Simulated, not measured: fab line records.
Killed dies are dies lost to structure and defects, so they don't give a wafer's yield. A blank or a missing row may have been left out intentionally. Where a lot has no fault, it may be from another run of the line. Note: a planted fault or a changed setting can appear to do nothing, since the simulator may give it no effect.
Code-filled problem report in 8D (eight disciplines) form ; flow gf180mcu ; the parts of the form that need people (team, actions taken, sign-off) are left out

1. PROBLEM STATEMENT
MIM_ALCU_RS at GF_MIM_RS_MEAS_10 reads a mean of 0.1248 ohm/sq on 2 wafers of 2 lots; wafers without a fault read 0.1601 ohm/sq with a standard deviation of 0.0014. Measured from the usual mean, that is -25 standard deviations.
The step: measures by four-point-probe.
Seen first at day 27 20:56 on film_metro-04, wafer L871.3. Wafers with a number at this step in the record: 33, from 11 lots. The rule behind "out" and "out of limits": a value lying over 4 standard deviations away from the usual mean. The rest of the wafers with a number are treated as sound.

2. WHAT IT IS; WHAT IT IS NOT
question;is;is not
which readings at this step;MIM_ALCU_RS;-
which lots;L871, L872;L861, L862, L870, L874, L879, L880, L881, L882, L884
which wafers of those lots;L871.3, L872.4;L871.2, L871.5, L872.5, L872.6
read on which gauges;film_metro-04;film_metro-01, film_metro-03
when;from day 27 20:56;"up to then (11 sound wafers); but 20 sound wafers of L872, L874, L879, L880, L881, L882, L884 came after"

3. SUSPECTS, AND WHAT RULES EACH OUT
Counting: a tool at a process step up to the reading stays a suspect if it ran every lot that is out. Sound lots after the first of them don't rule it out here, since some wafers of a struck lot are sound.
- ruled out: the gauge at GF_MIM_RS_MEAS_10. All the wafers that are out were read on film_metro-04, but those of them that GF_MIM_METAL_ETCH_19 has rows for are out there too, on other tools.
- pvd_sputter-01 at GF_M3_SPUTTER_03 (material Ti, target thk 10 nm, time 6.7 s): kept. It ran every lot that is out, first L871 (day 24 03:24).
- pvd_sputter-04 at GF_V3_SPUTTER_21 (material Ti, target thk 15 nm, time 80.02 s): kept. It ran every lot that is out, first L871 (day 26 00:47).
- pvd_sputter-04 at GF_MIM_SPUTTER_08 (material AlCu, target thk 200 nm, time 10.6 s): kept. Ran every lot that is out, first one L871 (day 27 20:52); last sound lot up to then L861 (day 24 08:13).
After the count, these remain: pvd_sputter-01 at GF_M3_SPUTTER_03, pvd_sputter-04 at GF_V3_SPUTTER_21 and pvd_sputter-04 at GF_MIM_SPUTTER_08.

4. THE CAUSE (what the simulator had put in)
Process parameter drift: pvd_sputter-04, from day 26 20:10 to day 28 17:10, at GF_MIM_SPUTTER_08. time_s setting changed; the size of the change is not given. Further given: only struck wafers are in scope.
3 suspects survive the count, and this tool is in that group.

5. THE CHAIN OF EFFECTS, in route order
Each row: a reading whose mean over the struck wafers that have a number lies more than 3 standard deviations from the usual. Only readings whose record carries a usual standard deviation are examined. hours: median over the lots of the time between each lot's start at the first step of this table that gives one and its start at this step. sigmas: the change, counted in usual standard deviations.
hours;step;reading;usual;on struck wafers;change;sigmas
0;GF_MIM_RS_MEAS_10;MIM_ALCU_RS;0.1601 ohm/sq;0.1248;-0.0353;-25
0;GF_MIM_THK_MEAS_11;MIM_ALCU_THK;195.4 nm;249.2;+53.8;+32
19;GF_MIM_METAL_ETCH_19;oes_product_au;0.942 a.u.;0.996;+0.054;+9.4
19;GF_MIM_METAL_ETCH_19;throttle_valve_pct;28.283 %;28.235;-0.048;-5.2
It contains these process steps:
- GF_MIM_METAL_ETCH_19: etches the open film in Cl2/BCl3, stops on Si3N4, target depth 324.5 nm, time 54.1 s.
Later steps that measure or inspect, where all struck wafers having a row at the step show a number for every such reading and not one has moved that far: GF_V5_THK_MEAS_03.

6. WHAT WOULD HAVE CAUGHT IT SOONER
25 hours passed between the start of the fault at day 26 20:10 and the first reading out of limits at a measuring or inspecting step in this record, taken at day 27 20:56.
Of the tool readings at GF_MIM_SPUTTER_08 for which the record gives a usual standard deviation, none was out on any struck wafer, so an alarm limit of 4 standard deviations on them would not have fired.
Among the 2 lots that are out, L872 began GF_MIM_SPUTTER_08 on pvd_sputter-04 after day 27 20:56. Putting the tool on hold at that point would have spared it.
